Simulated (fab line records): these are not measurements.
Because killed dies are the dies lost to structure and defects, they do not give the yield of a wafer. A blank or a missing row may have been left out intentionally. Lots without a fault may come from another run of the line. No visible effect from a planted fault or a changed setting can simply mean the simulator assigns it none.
Comparing a struck lot with a sound one -- flow sky130 -- 15 out of 708 route steps
Sound: wafers L617.2, L617.4, L617.5. Struck: wafers L620.1, L620.5. (L620.2 of the same lot was not struck and is left out.) The cause comes at the end.
At each step with rows: each side's tool, then ch and its chambers, then its first start. Under that, the readings that differ: sound wafers -- struck wafers -- difference of the means -- sigmas: that difference in standard deviations of wafers without a fault.
alike: a reading whose means differ by less than 2 such deviations, as well as words and numbers matching on both sides. not compared: withheld readings; readings where some wafer has no value; bounds like >300 that might hide an equal value; numbers whose values overlap and for which the record gives no deviation.
Wherever a step has rows on one side only, a row that says differs or no value, or a row with sigmas, the two part there. Numbers that don't overlap but have no deviation are shown without sigmas and don't part them. Lack of a reading on every wafer of one side parts them only where that side has two or more wafers.

SKY_VIA3_OVL_MEAS_13:
  sound on overlay-02 at day 39 22:31; struck on overlay-02 at day 41 01:01
  alike: VIA3_OVL
SKY_VIA3_ETCH_14: etches BARC in N2/H2, stops on SiO2, time 45.9 s, target depth 60 nm.
  sound on rie diel-04 ch 1,3, day 39 22:33; struck on rie diel-01 ch 0,2, day 41 01:03
  alike: drypump motor current A, h2 flow sccm, oes product au, throttle valve pct
  not compared: rf hours counter h
SKY_VIA3_ETCH_15: etches SiO2 in C4F8/O2/Ar, stops on TiN, target depth 507 nm, time 78 s.
  sound on rie diel-04 ch 1,3, day 39 22:35; struck on rie diel-01 ch 0,2, day 41 01:05
  alike: oes product au
  not compared: rf hours counter h
SKY_VIA3_STRIP_16: strips in O2/N2.
  sound on plasma asher-04 ch 0,1, day 39 22:39; struck on plasma asher-04 ch 0,1, day 41 01:09
  alike: drypump motor current A, oes product au, strip time to endpoint s
  not compared: rf hours counter h
then, 3 steps without rows for these wafers: SKY_VIA3_STRIP_17 (strips in post etch residue remover, time 1200 s); SKY_VIA3_CLEAN_18 (cleans in IPA, time 180 s); SKY_VIA3_CLEAN_19 (cleans in O3/DIW).
SKY_VIA3_SPUTTER_20: material TiN, target thk 20 nm, time 80 s.
  sound on pvd sputter-03 at day 39 23:16; struck on pvd sputter-04 at day 41 01:44
  alike: cathode dc power W, chamber pressure pa, throttle valve pct
then, 1 step without rows for these wafers: SKY_VIA3_CVD_21 (deposits W, target thk 390 nm, time 117.31 s).
SKY_VIA3_RS_MEAS_22: the measuring method here is four-point-probe.
  sound on film metro-01 at day 39 23:29; struck on film metro-01 at day 41 01:55
  alike: VIA3_W_RS
SKY_VIA3_THK_MEAS_23: measures by xrf.
  sound on film metro-01 at day 39 23:35; struck on film metro-01 at day 41 02:02
  alike: VIA3_W_THK
then, 1 step without rows for these wafers: SKY_VIA3_CMP_24 (polishes, stops on SiO2, t overpolish 20 s, target thk 0 nm).
SKY_METAL4_SPUTTER_00: material Ti, target thk 15 nm, time 10 s.
  sound on pvd sputter-03 at day 40 03:16; struck on pvd sputter-03 at day 41 02:24
reading,sound,struck,difference,sigmas
model.Ti_of_METAL4_SPUTTER_00.thk nm (nm),14.95 14.83 15.2,11.07 10.99,-3.96,
  alike: cathode dc power W, chamber pressure pa, throttle valve pct
SKY_METAL4_SPUTTER_01: material TiN, target thk 20 nm, time 16.7 s.
  sound on pvd sputter-03 at day 40 03:17; struck on pvd sputter-03 at day 41 02:26
  alike: cathode dc power W, chamber pressure pa, throttle valve pct
-- the record jumps here: 6 days lie between the struck wafers' starts before and after (it left off in module METAL4 and takes up again in module PAD_OPEN, whose first step shown is number 708 of the route) --
SKY_PAD_OPEN_PROBE_99:
  rows exist in the record for the struck wafers here (prober-01, day 46 22:02), but not for the sound ones

WHERE THEY PART
At SKY_PAD_OPEN_PROBE_99 and nowhere else, as far as this record goes.

WHY: whatever the simulator had introduced
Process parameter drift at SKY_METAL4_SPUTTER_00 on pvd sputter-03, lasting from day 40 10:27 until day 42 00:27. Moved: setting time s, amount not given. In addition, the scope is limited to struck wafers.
